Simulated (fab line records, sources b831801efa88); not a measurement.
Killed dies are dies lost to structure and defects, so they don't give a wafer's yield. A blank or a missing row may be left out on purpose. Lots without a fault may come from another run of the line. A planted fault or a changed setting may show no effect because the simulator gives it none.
Which tool did it? | flow gf180mcu | 14 lots, 42 wafers sampled, at 3 steps of a route of 602

WHAT THE GAUGES READ, wafer by wafer
GF_CONTACT_BOW_MEAS_05.
lot  | measured     | on            | CONTACT_BOW (um)
L878 | day 15 04:58 | film_metro-01 | 68 57 52
L879 | day 15 09:20 | film_metro-04 | 61 60 77
L881 | day 16 04:20 | film_metro-01 | 62 68 61
L882 | day 16 17:14 | film_metro-02 | 63 66 57
L885 | day 17 19:54 | film_metro-04 | 70 66 68
L891 | day 19 22:53 | film_metro-01 | 53 75 65
L893 | day 20 11:56 | film_metro-01 | 64 65 65
L894 | day 20 23:08 | film_metro-02 | 71 63 67
L895 | day 21 08:52 | film_metro-04 | 65 64 71
L896 | day 22 07:32 | film_metro-01 | 56 71 65
L898 | day 22 18:55 | film_metro-02 | 69 62 59
L899 | day 22 23:51 | film_metro-02 | 69 73 66
L900 | day 23 03:25 | film_metro-01 | 50 55 66
L901 | day 23 10:55 | film_metro-02 | 58 65 58

GF_CONTACT_OVL_MEAS_15.
lot  | measured     | on         | CONTACT_OVL (nm)
L878 | day 16 02:38 | overlay-02 | 1 10 4
L879 | day 16 07:59 | overlay-02 | 10 10 8
L881 | day 17 03:28 | overlay-01 | 8 2 7
L882 | day 17 15:53 | overlay-01 | 6 4 -3
L885 | day 18 19:44 | overlay-02 | 5 3 2
L891 | day 20 23:28 | overlay-01 | 2 6 9
L893 | day 21 11:31 | overlay-02 | 6 6 0
L894 | day 21 22:34 | overlay-01 | 7 11 12
L895 | day 22 08:19 | overlay-02 | 2 11 8
L896 | day 23 06:17 | overlay-01 | 6 10 3
L898 | day 23 17:48 | overlay-02 | 2 2 2
L899 | day 23 22:20 | overlay-01 | 0 7 5
L900 | day 24 02:22 | overlay-02 | -4 -5 -2
L901 | day 24 08:50 | overlay-02 | 0 3 6

GF_CONTACT_RS_MEAS_25: measures by four-point-probe.
lot  | measured     | on            | CONTACT_W_RS (ohm/sq)
L878 | day 16 03:20 | film_metro-04 | 0.374 0.370 0.368
L879 | day 16 08:41 | film_metro-04 | 0.380 0.385 0.385
L881 | day 17 04:12 | film_metro-04 | 0.374 0.378 0.375
L882 | day 17 16:35 | film_metro-04 | 0.375 0.372 0.373
L885 | day 18 20:28 | film_metro-02 | 0.382 0.391 0.386
L891 | day 21 00:11 | film_metro-01 | 0.379 0.373 0.377
L893 | day 21 12:14 | film_metro-01 | 0.381 0.387 0.381
L894 | day 21 23:16 | film_metro-02 | 0.376 0.381 0.380
L895 | day 22 09:04 | film_metro-01 | 0.370 0.375 0.378
L896 | day 23 06:59 | film_metro-01 | 0.375 0.373 0.378
L898 | day 23 18:35 | film_metro-02 | 0.378 0.376 0.378
L899 | day 23 23:05 | film_metro-01 | 0.376 0.382 0.379
L900 | day 24 03:10 | film_metro-02 | 0.379 0.388 0.374
L901 | day 24 09:32 | film_metro-02 | 0.381 0.380 0.376

WHICH TOOL RAN EACH LOT (tool, then ch and the chambers of the sampled wafers, then the start)
The record holds no process step before these readings.

WHAT THE TOOLS THEMSELVES READ (means of the sampled wafers that have a number; where no wafer has one, the mark that the record gives instead)
The record holds no such reading with a usual standard deviation.

THE ANSWER, worked out from the rows above alone
Rule: what is usual is taken from the lots themselves. Put in order of their means at a reading, lots are off if they are a third of the lots or fewer, leave a main group of 4 or more, and stand apart from it by a gap of 3 or more times the standard deviation of the main group's means; of several such gaps the widest counts. A main group whose means are all the same, to the digits that the tables above print for the reading, isn't used. A lot without any number at a reading at which 4 lots or more have one is off too. The other lots that the step has rows for count as sound. The gauges are gone through in route order, then the tools' own readings, and for those a lot's mean is taken as printed above. The first step at which some lot is off is used, and at that step the reading that is off furthest; a lot without a number counts as furthest.
No lot is off at any reading shown: from this, nothing can be told.

WHAT THE SIMULATOR HAD PUT IN
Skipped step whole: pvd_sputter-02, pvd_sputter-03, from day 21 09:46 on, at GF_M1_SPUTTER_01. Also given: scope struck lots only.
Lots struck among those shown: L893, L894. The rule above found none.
